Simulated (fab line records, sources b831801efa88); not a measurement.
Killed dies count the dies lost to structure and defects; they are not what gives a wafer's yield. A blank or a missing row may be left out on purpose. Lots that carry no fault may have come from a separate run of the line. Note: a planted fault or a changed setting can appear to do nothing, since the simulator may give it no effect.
What tool caused it? || flow gf180mcu || 13 lots, 39 wafers sampled, at 5 steps of a route of 602

== WHAT THE GAUGES SHOWED, per wafer ==
GF_VT_IMPLANT_RS_MEAS_46: measurement is done with a four-point probe. Usual: MVSD_RS typically reads 457.0 ohm/sq, with standard deviation 1.3.
{"lot": "L987", "measured": "day 7 16:22", "on": "filmMetro-02", "MVSD_RS (ohm/sq)": "456.1 456.2 456.3", "flag": ""}
{"lot": "L988", "measured": "day 7 22:58", "on": "filmMetro-03", "MVSD_RS (ohm/sq)": "457.4 455.7 457.2", "flag": ""}
{"lot": "L991", "measured": "day 8 20:00", "on": "filmMetro-02", "MVSD_RS (ohm/sq)": "458.0 459.5 459.2", "flag": ""}
{"lot": "L993", "measured": "day 9 12:40", "on": "filmMetro-02", "MVSD_RS (ohm/sq)": "456.4 455.1 454.8", "flag": ""}
{"lot": "L994", "measured": "day 10 00:40", "on": "filmMetro-01", "MVSD_RS (ohm/sq)": "457.3 457.1 457.2", "flag": ""}
{"lot": "L995", "measured": "day 10 00:58", "on": "filmMetro-02", "MVSD_RS (ohm/sq)": "452.6 451.0 451.4", "flag": "OFF"}
{"lot": "L997", "measured": "day 10 17:32", "on": "filmMetro-01", "MVSD_RS (ohm/sq)": "453.7 451.5 452.8", "flag": "OFF"}
{"lot": "L100", "measured": "day 11 12:43", "on": "filmMetro-01", "MVSD_RS (ohm/sq)": "454.8 454.6 456.7", "flag": ""}
{"lot": "L104", "measured": "day 12 11:34", "on": "filmMetro-01", "MVSD_RS (ohm/sq)": "458.2 457.4 457.8", "flag": ""}
{"lot": "L107", "measured": "day 13 05:34", "on": "filmMetro-01", "MVSD_RS (ohm/sq)": "457.8 457.8 457.9", "flag": ""}
{"lot": "L108", "measured": "day 13 10:25", "on": "filmMetro-01", "MVSD_RS (ohm/sq)": "456.6 456.6 457.0", "flag": ""}
{"lot": "L109", "measured": "day 13 18:16", "on": "filmMetro-01", "MVSD_RS (ohm/sq)": "457.9 457.9 459.0", "flag": ""}
{"lot": "L110", "measured": "day 14 03:38", "on": "filmMetro-02", "MVSD_RS (ohm/sq)": "454.6 455.6 454.6", "flag": ""}

GF_HV_LDD_OVL_MEAS_20. Usual: HV_LDD_01_OVL typically reads -0.3 nm, with standard deviation 1.4.
{"lot": "L987", "measured": "day 10 21:00", "on": "overlay-01", "HV_LDD_01_OVL (nm)": "-3.8 -2.1 -1.3", "flag": ""}
{"lot": "L988", "measured": "day 11 06:59", "on": "overlay-01", "HV_LDD_01_OVL (nm)": "0.1 -0.6 -0.7", "flag": ""}
{"lot": "L991", "measured": "day 12 08:59", "on": "overlay-01", "HV_LDD_01_OVL (nm)": "1.5 -0.7 2.0", "flag": ""}
{"lot": "L993", "measured": "day 13 03:59", "on": "overlay-02", "HV_LDD_01_OVL (nm)": "0.4 0.0 1.1", "flag": ""}
{"lot": "L994", "measured": "day 13 19:26", "on": "overlay-02", "HV_LDD_01_OVL (nm)": "-2.3 -1.0 -1.7", "flag": ""}
{"lot": "L995", "measured": "day 13 19:44", "on": "overlay-01", "HV_LDD_01_OVL (nm)": "-1.0 2.8 2.6", "flag": ""}
{"lot": "L997", "measured": "day 14 08:21", "on": "overlay-02", "HV_LDD_01_OVL (nm)": "2.0 0.1 1.8", "flag": ""}
{"lot": "L100", "measured": "day 15 05:27", "on": "overlay-01", "HV_LDD_01_OVL (nm)": "-0.5 0.0 1.0", "flag": ""}
{"lot": "L104", "measured": "day 16 09:36", "on": "overlay-02", "HV_LDD_01_OVL (nm)": "-0.8 0.6 0.0", "flag": ""}
{"lot": "L107", "measured": "day 17 05:29", "on": "overlay-02", "HV_LDD_01_OVL (nm)": "-0.9 -2.2 -3.0", "flag": ""}
{"lot": "L108", "measured": "day 17 10:38", "on": "overlay-01", "HV_LDD_01_OVL (nm)": "-1.4 0.7 -1.0", "flag": ""}
{"lot": "L109", "measured": "day 18 01:05", "on": "overlay-01", "HV_LDD_01_OVL (nm)": "-0.1 0.9 -0.9", "flag": ""}
{"lot": "L110", "measured": "day 18 08:17", "on": "overlay-01", "HV_LDD_01_OVL (nm)": "0.4 0.6 0.2", "flag": ""}

== TOOL THAT RAN EACH LOT (tool first, then ch and the chambers of the sampled wafers, then the start) ==
{"lot": "L987", "GF_MVSD_IMPLANT_09": "implanter-01 ch 0, day 4 10:28", "GF_POLY_GATE_ETCH_13": "rieSi-02 ch 1,2, day 9 07:59", "GF_POLY_GATE_STRIP_14": "plasmaAsher-04 ch 0, day 9 08:02"}
{"lot": "L988", "GF_MVSD_IMPLANT_09": "implanter-03 ch 0, day 4 17:04", "GF_POLY_GATE_ETCH_13": "rieSi-01 ch 0,1, day 9 15:08", "GF_POLY_GATE_STRIP_14": "plasmaAsher-03 ch 0,1, day 9 15:11"}
{"lot": "L991", "GF_MVSD_IMPLANT_09": "implanter-03 ch 0, day 5 11:49", "GF_POLY_GATE_ETCH_13": "rieSi-02 ch 0,3, day 10 14:23", "GF_POLY_GATE_STRIP_14": "plasmaAsher-03 ch 0,1, day 10 14:26"}
{"lot": "L993", "GF_MVSD_IMPLANT_09": "implanter-03 ch 0, day 6 01:29", "GF_POLY_GATE_ETCH_13": "rieSi-02 ch 0,1,3, day 11 11:32", "GF_POLY_GATE_STRIP_14": "plasmaAsher-01 ch 0,1, day 11 11:35"}
{"lot": "L994", "GF_MVSD_IMPLANT_09": "implanter-01 ch 0, day 6 07:43", "GF_POLY_GATE_ETCH_13": "rieSi-02 ch 0,2,3, day 12 02:04", "GF_POLY_GATE_STRIP_14": "plasmaAsher-01 ch 0,1, day 12 02:07"}
{"lot": "L995", "GF_MVSD_IMPLANT_09": "implanter-03 ch 0, day 6 12:20", "GF_POLY_GATE_ETCH_13": "rieSi-01 ch 2,3, day 12 01:59", "GF_POLY_GATE_STRIP_14": "plasmaAsher-03 ch 0,1, day 12 02:02"}
{"lot": "L997", "GF_MVSD_IMPLANT_09": "implanter-03 ch 0, day 7 00:38", "GF_POLY_GATE_ETCH_13": "rieSi-01 ch 0,3, day 12 13:13", "GF_POLY_GATE_STRIP_14": "plasmaAsher-01 ch 0,1, day 12 13:16"}
{"lot": "L100", "GF_MVSD_IMPLANT_09": "implanter-01 ch 0, day 7 16:58", "GF_POLY_GATE_ETCH_13": "rieSi-01 ch 0,3, day 13 09:13", "GF_POLY_GATE_STRIP_14": "plasmaAsher-01 ch 0,1, day 13 09:18"}
{"lot": "L104", "GF_MVSD_IMPLANT_09": "implanter-02 ch 0, day 8 15:37", "GF_POLY_GATE_ETCH_13": "rieSi-02 ch 1,3, day 14 11:58", "GF_POLY_GATE_STRIP_14": "plasmaAsher-03 ch 0,1, day 14 12:04"}
{"lot": "L107", "GF_MVSD_IMPLANT_09": "implanter-03 ch 0, day 9 08:23", "GF_POLY_GATE_ETCH_13": "rieSi-01 ch 0,3, day 15 05:50", "GF_POLY_GATE_STRIP_14": "plasmaAsher-01 ch 0,1, day 15 05:53"}
{"lot": "L108", "GF_MVSD_IMPLANT_09": "implanter-01 ch 0, day 9 13:50", "GF_POLY_GATE_ETCH_13": "rieSi-01 ch 0,2,3, day 15 11:28", "GF_POLY_GATE_STRIP_14": "plasmaAsher-03 ch 0,1, day 15 11:31"}
{"lot": "L109", "GF_MVSD_IMPLANT_09": "implanter-01 ch 0, day 9 18:43", "GF_POLY_GATE_ETCH_13": "rieSi-01 ch 1,2,3, day 16 00:20", "GF_POLY_GATE_STRIP_14": "plasmaAsher-01 ch 0,1, day 16 00:23"}
{"lot": "L110", "GF_MVSD_IMPLANT_09": "implanter-03 ch 0, day 10 02:17", "GF_POLY_GATE_ETCH_13": "rieSi-02 ch 0,2, day 16 08:08", "GF_POLY_GATE_STRIP_14": "plasmaAsher-04 ch 1, day 16 08:11"}
- GF_MVSD_IMPLANT_09
- GF_POLY_GATE_ETCH_13: etches poly-Si in HBr/Cl2, stops on SiO2, target depth 198.5 nm, time 69.6 s.
- GF_POLY_GATE_STRIP_14: strips in O2/N2.

== AS READ BY THE TOOLS THEMSELVES (means over the sampled wafers that have a number; for cases with no such wafer, the mark the record gives instead) ==
GF_MVSD_IMPLANT_09. Usual: doseIonsCm2 at 5e+12, with a standard deviation of 5.9e+09.
{"lot": "L987", "tool": "implanter-01", "doseIonsCm2": 5e+12, "flag": ""}
{"lot": "L988", "tool": "implanter-03", "doseIonsCm2": 5e+12, "flag": ""}
{"lot": "L991", "tool": "implanter-03", "doseIonsCm2": 5e+12, "flag": ""}
{"lot": "L993", "tool": "implanter-03", "doseIonsCm2": 5e+12, "flag": ""}
{"lot": "L994", "tool": "implanter-01", "doseIonsCm2": 5e+12, "flag": ""}
{"lot": "L995", "tool": "implanter-03", "doseIonsCm2": 5e+12, "flag": ""}
{"lot": "L997", "tool": "implanter-03", "doseIonsCm2": 5e+12, "flag": ""}
{"lot": "L100", "tool": "implanter-01", "doseIonsCm2": 5e+12, "flag": ""}
{"lot": "L104", "tool": "implanter-02", "doseIonsCm2": 5e+12, "flag": ""}
{"lot": "L107", "tool": "implanter-03", "doseIonsCm2": 5e+12, "flag": ""}
{"lot": "L108", "tool": "implanter-01", "doseIonsCm2": 5e+12, "flag": ""}
{"lot": "L109", "tool": "implanter-01", "doseIonsCm2": 5e+12, "flag": ""}
{"lot": "L110", "tool": "implanter-03", "doseIonsCm2": 5e+12, "flag": ""}

GF_POLY_GATE_ETCH_13. Usual: biasW 100.0 W, standard deviation 0.31; drypumpMotorCurrentA 5.8 A, standard deviation 0.42; oesProductAu 0.985 a.u., standard deviation 0.012; throttleValvePct 33.684 %, standard deviation 0.0086.
{"lot": "L987", "tool": "rieSi-02", "biasW (W)": 100.1, "drypumpMotorCurrentA (A)": 5.3, "oesProductAu (a.u.)": 0.982, "throttleValvePct (%)": 33.678, "flag": ""}
{"lot": "L988", "tool": "rieSi-01", "biasW (W)": 99.9, "drypumpMotorCurrentA (A)": 5.8, "oesProductAu (a.u.)": 0.993, "throttleValvePct (%)": 33.683, "flag": ""}
{"lot": "L991", "tool": "rieSi-02", "biasW (W)": 100.2, "drypumpMotorCurrentA (A)": 6.0, "oesProductAu (a.u.)": 0.996, "throttleValvePct (%)": 33.684, "flag": ""}
{"lot": "L993", "tool": "rieSi-02", "biasW (W)": 100.1, "drypumpMotorCurrentA (A)": 5.8, "oesProductAu (a.u.)": 0.983, "throttleValvePct (%)": 33.681, "flag": ""}
{"lot": "L994", "tool": "rieSi-02", "biasW (W)": 100.2, "drypumpMotorCurrentA (A)": 5.7, "oesProductAu (a.u.)": 0.991, "throttleValvePct (%)": 33.676, "flag": ""}
{"lot": "L995", "tool": "rieSi-01", "biasW (W)": 100.1, "drypumpMotorCurrentA (A)": 6.3, "oesProductAu (a.u.)": 0.974, "throttleValvePct (%)": 33.690, "flag": ""}
{"lot": "L997", "tool": "rieSi-01", "biasW (W)": 99.5, "drypumpMotorCurrentA (A)": 6.2, "oesProductAu (a.u.)": 0.980, "throttleValvePct (%)": 33.684, "flag": ""}
{"lot": "L100", "tool": "rieSi-01", "biasW (W)": 99.7, "drypumpMotorCurrentA (A)": 6.1, "oesProductAu (a.u.)": 0.990, "throttleValvePct (%)": 33.681, "flag": ""}
{"lot": "L104", "tool": "rieSi-02", "biasW (W)": 100.1, "drypumpMotorCurrentA (A)": 5.5, "oesProductAu (a.u.)": 0.995, "throttleValvePct (%)": 33.682, "flag": ""}
{"lot": "L107", "tool": "rieSi-01", "biasW (W)": 99.8, "drypumpMotorCurrentA (A)": 6.1, "oesProductAu (a.u.)": 0.986, "throttleValvePct (%)": 33.677, "flag": ""}
{"lot": "L108", "tool": "rieSi-01", "biasW (W)": 100.0, "drypumpMotorCurrentA (A)": 6.2, "oesProductAu (a.u.)": 0.981, "throttleValvePct (%)": 33.690, "flag": ""}
{"lot": "L109", "tool": "rieSi-01", "biasW (W)": 100.1, "drypumpMotorCurrentA (A)": 6.1, "oesProductAu (a.u.)": 0.984, "throttleValvePct (%)": 33.684, "flag": ""}
{"lot": "L110", "tool": "rieSi-02", "biasW (W)": 100.0, "drypumpMotorCurrentA (A)": 5.5, "oesProductAu (a.u.)": 0.992, "throttleValvePct (%)": 33.683, "flag": ""}

GF_POLY_GATE_STRIP_14. Usual: drypumpMotorCurrentA 6.0 A, standard deviation 0.47; heaterPowerW 342 W, standard deviation 25; oesProductAu 0.505 a.u., standard deviation 0.0045.
{"lot": "L987", "tool": "plasmaAsher-04", "drypumpMotorCurrentA (A)": 5.7, "heaterPowerW (W)": 357, "oesProductAu (a.u.)": 0.505, "flag": ""}
{"lot": "L988", "tool": "plasmaAsher-03", "drypumpMotorCurrentA (A)": 6.0, "heaterPowerW (W)": 346, "oesProductAu (a.u.)": 0.501, "flag": ""}
{"lot": "L991", "tool": "plasmaAsher-03", "drypumpMotorCurrentA (A)": 6.3, "heaterPowerW (W)": 326, "oesProductAu (a.u.)": 0.502, "flag": ""}
{"lot": "L993", "tool": "plasmaAsher-01", "drypumpMotorCurrentA (A)": 5.7, "heaterPowerW (W)": 346, "oesProductAu (a.u.)": 0.505, "flag": ""}
{"lot": "L994", "tool": "plasmaAsher-01", "drypumpMotorCurrentA (A)": 5.7, "heaterPowerW (W)": 344, "oesProductAu (a.u.)": 0.509, "flag": ""}
{"lot": "L995", "tool": "plasmaAsher-03", "drypumpMotorCurrentA (A)": 6.0, "heaterPowerW (W)": 343, "oesProductAu (a.u.)": 0.504, "flag": ""}
{"lot": "L997", "tool": "plasmaAsher-01", "drypumpMotorCurrentA (A)": 6.0, "heaterPowerW (W)": 352, "oesProductAu (a.u.)": 0.506, "flag": ""}
{"lot": "L100", "tool": "plasmaAsher-01", "drypumpMotorCurrentA (A)": 6.0, "heaterPowerW (W)": 351, "oesProductAu (a.u.)": 0.509, "flag": ""}
{"lot": "L104", "tool": "plasmaAsher-03", "drypumpMotorCurrentA (A)": 6.3, "heaterPowerW (W)": 325, "oesProductAu (a.u.)": 0.502, "flag": ""}
{"lot": "L107", "tool": "plasmaAsher-01", "drypumpMotorCurrentA (A)": 5.7, "heaterPowerW (W)": 350, "oesProductAu (a.u.)": 0.501, "flag": ""}
{"lot": "L108", "tool": "plasmaAsher-03", "drypumpMotorCurrentA (A)": 6.3, "heaterPowerW (W)": 326, "oesProductAu (a.u.)": 0.504, "flag": ""}
{"lot": "L109", "tool": "plasmaAsher-01", "drypumpMotorCurrentA (A)": 5.7, "heaterPowerW (W)": 347, "oesProductAu (a.u.)": 0.507, "flag": ""}
{"lot": "L110", "tool": "plasmaAsher-04", "drypumpMotorCurrentA (A)": 6.3, "heaterPowerW (W)": 335, "oesProductAu (a.u.)": 0.501, "flag": ""}

== THE ANSWER, worked out from the rows above alone ==
Rule: lot off if the mean of its wafers having a number is beyond 3 standard deviations from the usual mean. Also off: a lot with no number at a reading for which 4 or more lots have one. All remaining lots with rows at the step are treated as sound. After the gauges, taken in route order, come the tools' own readings; for these a lot's mean is taken, as printed above. The first step at which some lot is off is used, and at that step the reading that is off furthest; a lot without a number counts as furthest.
Off: L995, L997, seen at GF_VT_IMPLANT_RS_MEAS_46 (MVSD_RS).
A tool fits if, at a process step before that reading, it ran every lot that is off, and no sound lot after the first of them. Those tools and the gauges at GF_VT_IMPLANT_RS_MEAS_46 are tried in the same way. Of those tried, none fits.

== WHAT THE SIMULATOR HAD INSERTED ==
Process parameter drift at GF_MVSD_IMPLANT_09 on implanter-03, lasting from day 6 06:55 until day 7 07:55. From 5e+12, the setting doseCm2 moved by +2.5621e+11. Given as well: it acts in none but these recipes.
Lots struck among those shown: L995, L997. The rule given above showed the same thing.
